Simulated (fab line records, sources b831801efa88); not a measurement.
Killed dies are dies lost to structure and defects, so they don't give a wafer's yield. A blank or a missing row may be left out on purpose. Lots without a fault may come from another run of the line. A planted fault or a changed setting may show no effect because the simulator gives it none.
A struck lot beside a sound one | flow sky130 | 15 steps out of a route of 708
Sound: wafers L666.3, L666.5, L666.6. Struck: wafers L667.3, L667.4, L667.5. The cause comes at the end.
At each step with rows: each side's tool, then ch and its chambers, then its first start. Under that, the readings that differ: sound wafers | struck wafers | difference of the means | sigmas: that difference in standard deviations of wafers without a fault.
alike: readings whose means differ by less than 2 such deviations, and words and numbers that are the same on both sides. not compared: withheld readings, readings that some wafer has no value for, bounds like >300 that may hide the same value, and numbers for which the record gives no deviation and whose values overlap.
The two part at a step that has a row with sigmas, a row that says differs or no value, or rows on one side only. Numbers that don't overlap but have no deviation are shown without sigmas and don't part them. A reading that every wafer of one side lacks parts them only if that side has two wafers or more.

first, 1 step without rows for these wafers: SKY_FIELD_ISO_DEVELOP_12 (develop time 60 s).
SKY_FIELD_ISO_CD_MEAS_13: target cd 150 nm.
  sound on cd_sem-01, day 3 07:07; struck on cd_sem-02, day 3 10:26
  alike: cd_nm
SKY_FIELD_ISO_ETCH_14: etches BARC in N2/H2, stops on SiO2, time 45.9 s, target depth 60 nm.
  sound on rie_diel-03 ch 2,3, day 3 07:11; struck on rie_diel-01 ch 0,1, day 3 10:31
  alike: drypump_motor_current_A, n2_flow_sccm, oes_product_au, throttle_valve_pct
  not compared: rf_hours_counter_h
SKY_FIELD_ISO_ETCH_15: etches the open film in CHF3/O2, stops on Si, target depth 180 nm, time 72 s.
  sound on rie_diel-03 ch 2,3, day 3 07:14; struck on rie_diel-01 ch 0,1, day 3 10:33
  alike: drypump_motor_current_A, oes_product_au, throttle_valve_pct
  not compared: rf_hours_counter_h
SKY_FIELD_ISO_STRIP_16: strips in O2/N2.
  sound on plasma_asher-02 ch 0,1, day 3 07:19; struck on plasma_asher-01 ch 0,1, day 3 10:38
  alike: drypump_motor_current_A, n2_flow_sccm, oes_product_au, strip_time_to_endpoint_s
  not compared: rf_hours_counter_h
SKY_FIELD_ISO_ETCH_17: etches Si in HBr/Cl2/O2, target depth 342 nm, time 97.7 s.
  sound on rie_si-02 ch 1,2, day 3 07:23; struck on rie_si-01 ch 1,2,3, day 3 10:43
  alike: HBr_flow_sccm, drypump_motor_current_A, mfc_cl2_sccm, oes_product_au, throttle_valve_pct
  not compared: rf_hours_counter_h
then, 5 steps without rows for these wafers: SKY_FIELD_ISO_WET_ETCH_18 (etches Si3N4 in H3PO4, target depth 25 nm, time 279.4 s); SKY_FIELD_ISO_CLEAN_19 (cleans in SC1/SC2, time 150 s); SKY_FIELD_ISO_CLEAN_20 (cleans in dHF, time 20 s); SKY_FIELD_ISO_WET_ETCH_21 (etches SiO2 in dHF, target depth 20 nm, time 400 s); SKY_FIELD_ISO_OXIDATION_22 (stabilise 600 s, purge 300 s, target thk 10 nm).
SKY_FIELD_ISO_THK_MEAS_23:
  sound on film_metro-03, day 3 10:55; struck on film_metro-04, day 3 12:14
  alike: FIELD_ISO_OXIDATION_01_THK
SKY_FIELD_ISO_CVD_24: deposits SiO2, target thk 595 nm, time 99.2 s.
  sound on hdpcvd-02 ch 0,1,2, day 3 10:58; struck on hdpcvd-02 ch 0,2, day 3 12:17
  reading                | sound             | struck            | difference | sigmas
  pressure_mtorr (mTorr) | 6.025 5.982 5.989 | 4.806 4.799 4.805 | -1.195     | -85
SKY_FIELD_ISO_THK_MEAS_25:
  sound on film_metro-01, day 3 11:03; struck on film_metro-01, day 3 12:23
  alike: FIELD_ISO_CVD_24_THK
then, 1 step without rows for these wafers: SKY_PAD_OPEN_PROBE_99.

WHERE THEY PART
Only at SKY_FIELD_ISO_CVD_24, within this record. Later steps at which nothing parts them and some readings are alike: SKY_FIELD_ISO_THK_MEAS_25.

WHY: what the simulator had put in
Process parameter drift: hdpcvd-02, from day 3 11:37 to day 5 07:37, at SKY_FIELD_ISO_CVD_24. Setting pressure_mtorr, moved by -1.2, from 6. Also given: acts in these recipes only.
